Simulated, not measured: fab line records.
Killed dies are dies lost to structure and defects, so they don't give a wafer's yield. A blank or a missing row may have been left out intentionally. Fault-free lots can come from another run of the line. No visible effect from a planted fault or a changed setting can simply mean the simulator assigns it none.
The tool behind it: which one? | flow gf180mcu | Sampling: 14 lots, 42 wafers, 4 of 602 route steps

== WHAT THE GAUGES SHOWED, per wafer ==
GF_TOP_METAL_OVL_MEAS_15.
lot  | measured     | on         | TOP_METAL_OVL (nm)
L698 | day 28 07:56 | overlay-01 | 2.5 1.4 2.2
L700 | day 29 00:37 | overlay-02 | -2.5 -1.8 -1.5
L701 | day 29 10:58 | overlay-01 | 0.8 4.3 2.6
L702 | day 29 12:55 | overlay-02 | -2.1 -0.9 1.0
L703 | day 30 04:37 | overlay-02 | -0.3 0.0 -1.8
L704 | day 30 08:19 | overlay-02 | 1.7 1.5 2.5
L705 | day 30 11:35 | overlay-01 | -1.9 0.7 -1.2
L706 | day 30 14:59 | overlay-01 | -1.5 -0.9 -0.9
L707 | day 31 03:40 | overlay-01 | 1.1 0.2 0.4
L708 | day 31 08:10 | overlay-01 | 1.2 -0.6 0.3
L714 | day 32 20:04 | overlay-01 | 1.4 0.6 1.9
L715 | day 33 00:49 | overlay-01 | 0.9 1.7 2.8
L718 | day 33 18:05 | overlay-01 | 1.9 1.1 2.9
L720 | day 34 05:55 | overlay-02 | 1.8 2.8 1.5

GF_PASSIVATION_BOW_MEAS_14.
lot  | measured     | on           | PASSIVATION_BOW (um)
L698 | day 29 06:51 | filmMetro-03 | 151 147 138
L700 | day 29 22:38 | filmMetro-02 | 157 154 151
L701 | day 30 08:35 | filmMetro-03 | 142 139 151
L702 | day 30 11:17 | filmMetro-01 | 115 120 135
L703 | day 31 01:52 | filmMetro-02 | 136 142 141
L704 | day 31 05:07 | filmMetro-02 | 135 133 130
L705 | day 31 08:40 | filmMetro-02 | 129 136 139
L706 | day 31 11:08 | filmMetro-02 | 138 148 146
L707 | day 31 23:31 | filmMetro-02 | 117 118 117
L708 | day 32 04:07 | filmMetro-01 | 136 129 132
L714 | day 33 14:52 | filmMetro-01 | 125 124 126
L715 | day 33 19:44 | filmMetro-01 | 137 139 142
L718 | day 34 12:35 | filmMetro-01 | 120 103 122
L720 | day 34 23:53 | filmMetro-03 | 135 130 139

== WHICH TOOL RAN EACH LOT (tool, then ch and the chambers of the sampled wafers, then the start) ==
lot  | GF_M3_SPUTTER_03            | GF_V5_CVD_23
L698 | pvdSputter-01, day 20 12:09 | cvdW-01 ch 0,1, day 27 10:53
L700 | pvdSputter-04, day 21 12:22 | cvdW-02 ch 0,1, day 28 05:05
L701 | pvdSputter-03, day 21 21:52 | cvdW-01 ch 0,1, day 28 14:52
L702 | pvdSputter-04, day 22 01:52 | cvdW-02 ch 0,1, day 28 15:58
L703 | pvdSputter-01, day 22 22:17 | cvdW-02 ch 0,1, day 29 09:13
L704 | pvdSputter-03, day 23 00:26 | cvdW-01 ch 0,1, day 29 12:29
L705 | pvdSputter-03, day 23 06:23 | cvdW-01 ch 0,1, day 29 16:48
L706 | pvdSputter-04, day 23 10:13 | cvdW-02 ch 0,1, day 29 18:54
L707 | pvdSputter-03, day 24 01:13 | cvdW-02 ch 0,1, day 30 09:14
L708 | pvdSputter-03, day 24 06:29 | cvdW-01 ch 0,1, day 30 13:04
L714 | pvdSputter-01, day 26 03:49 | cvdW-01 ch 0,1, day 32 02:47
L715 | pvdSputter-01, day 26 11:28 | cvdW-01 ch 0,1, day 32 07:44
L718 | pvdSputter-01, day 27 08:42 | cvdW-01 ch 0,1, day 33 01:31
L720 | pvdSputter-03, day 27 23:08 | cvdW-01 ch 1, day 33 14:05
- GF_M3_SPUTTER_03: material Ti, target thk 10 nm, time 6.7 s.
- GF_V5_CVD_23: deposits W, target thk 350 nm, time 104.9 s.

== AS READ BY THE TOOLS THEMSELVES (means over the sampled wafers that have a number; for cases with no such wafer, the mark the record gives instead) ==
GF_M3_SPUTTER_03.
lot  | tool          | throttleValvePct (%)
L698 | pvdSputter-01 | 29.8
L700 | pvdSputter-04 | 29.5
L701 | pvdSputter-03 | 30.2
L702 | pvdSputter-04 | 29.7
L703 | pvdSputter-01 | 29.8
L704 | pvdSputter-03 | 30.0
L705 | pvdSputter-03 | 29.6
L706 | pvdSputter-04 | 29.4
L707 | pvdSputter-03 | 29.9
L708 | pvdSputter-03 | 29.6
L714 | pvdSputter-01 | 29.8
L715 | pvdSputter-01 | 29.8
L718 | pvdSputter-01 | 29.7
L720 | pvdSputter-03 | 29.8

GF_V5_CVD_23.
lot  | tool    | heaterPowerW (W)
L698 | cvdW-01 | 902
L700 | cvdW-02 | 875
L701 | cvdW-01 | 890
L702 | cvdW-02 | 896
L703 | cvdW-02 | 916
L704 | cvdW-01 | 920
L705 | cvdW-01 | 878
L706 | cvdW-02 | 907
L707 | cvdW-02 | 885
L708 | cvdW-01 | 891
L714 | cvdW-01 | 905
L715 | cvdW-01 | 901
L718 | cvdW-01 | 877
L720 | cvdW-01 | 874

== THE ANSWER, worked out from the rows above alone ==
Rule: the usual values come from the lots themselves. The widest of any qualifying gaps counts: lots, ordered by their means at a reading, are off when they make up no more than a third of the lots, leave a main group of 4 or more, and stand apart from it by 3 or more times the standard deviation of that group's means. If all means in a main group match to the digits the tables above print for the reading, that group is not used. A lot without any number at a reading at which 4 lots or more have one is off too. The other lots that the step has rows for count as sound. Order of review: gauges by route order, followed by the tools' own readings, for which a lot's mean as printed above is used. The first step at which some lot is off is used, and at that step the reading that is off furthest; a lot without a number counts as furthest.
Across all readings shown, no lot is off: no conclusion can be drawn from this.

== WHAT WAS PUT IN BY THE SIMULATOR ==
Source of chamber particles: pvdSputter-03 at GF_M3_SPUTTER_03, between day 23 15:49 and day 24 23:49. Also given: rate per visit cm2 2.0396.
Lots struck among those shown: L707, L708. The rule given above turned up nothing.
